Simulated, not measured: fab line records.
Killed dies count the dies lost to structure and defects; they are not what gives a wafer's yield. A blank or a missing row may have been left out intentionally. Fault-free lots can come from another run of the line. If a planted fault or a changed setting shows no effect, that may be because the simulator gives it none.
Which tool was responsible? + flow gf180mcu + 6 lots, 18 wafers sampled, at 2 steps of a route of 602

== WHAT THE GAUGES READ, wafer by wafer ==
GF_DNWELL_TW_MEAS_09.
| lot  | measured    | on           | DNWELL_TW      |
|------|-------------|--------------|----------------|
| L868 | day 3 08:04 | filmMetro-01 | 1376 1381 1367 |
| L873 | day 4 09:52 | filmMetro-03 | 1367 1372 1368 |
| L876 | day 5 00:04 | filmMetro-03 | 1361 1365 1364 |
| L881 | day 6 03:32 | filmMetro-01 | 1373 1361 1374 |
| L884 | day 6 18:10 | filmMetro-01 | 1361 1359 1365 |
| L886 | day 7 04:40 | filmMetro-03 | 1360 1357 1366 |

== TOOL THAT RAN EACH LOT (tool first, then ch and the chambers of the sampled wafers, then the start) ==
| lot  | GF_DNWELL_EXPOSE_04               |
|------|-----------------------------------|
| L868 | ilineStepper-02 ch 0, day 3 01:45 |
| L873 | ilineStepper-02 ch 0, day 4 02:36 |
| L876 | ilineStepper-02 ch 0, day 4 17:17 |
| L881 | ilineStepper-01 ch 0, day 5 19:47 |
| L884 | ilineStepper-02 ch 0, day 6 10:26 |
| L886 | ilineStepper-02 ch 0, day 6 20:58 |
- GF_DNWELL_EXPOSE_04: exposes mask DNWELL, target cd 1700 nm.

== THE ANSWER, worked out from the rows above alone ==
Rule: the lots themselves supply what counts as usual. The widest of any qualifying gaps counts: lots, ordered by their means at a reading, are off when they make up no more than a third of the lots, leave a main group of 4 or more, and stand apart from it by 3 or more times the standard deviation of that group's means. A main group is skipped when, at the precision printed for the reading in the tables above, its means are all equal. Also off: a lot with no number at a reading for which 4 or more lots have one. Where the step has rows for the other lots, those lots are counted as sound.
Nothing can be told from this: no lot is off at any reading shown.

== WHAT WAS PUT IN BY THE SIMULATOR ==
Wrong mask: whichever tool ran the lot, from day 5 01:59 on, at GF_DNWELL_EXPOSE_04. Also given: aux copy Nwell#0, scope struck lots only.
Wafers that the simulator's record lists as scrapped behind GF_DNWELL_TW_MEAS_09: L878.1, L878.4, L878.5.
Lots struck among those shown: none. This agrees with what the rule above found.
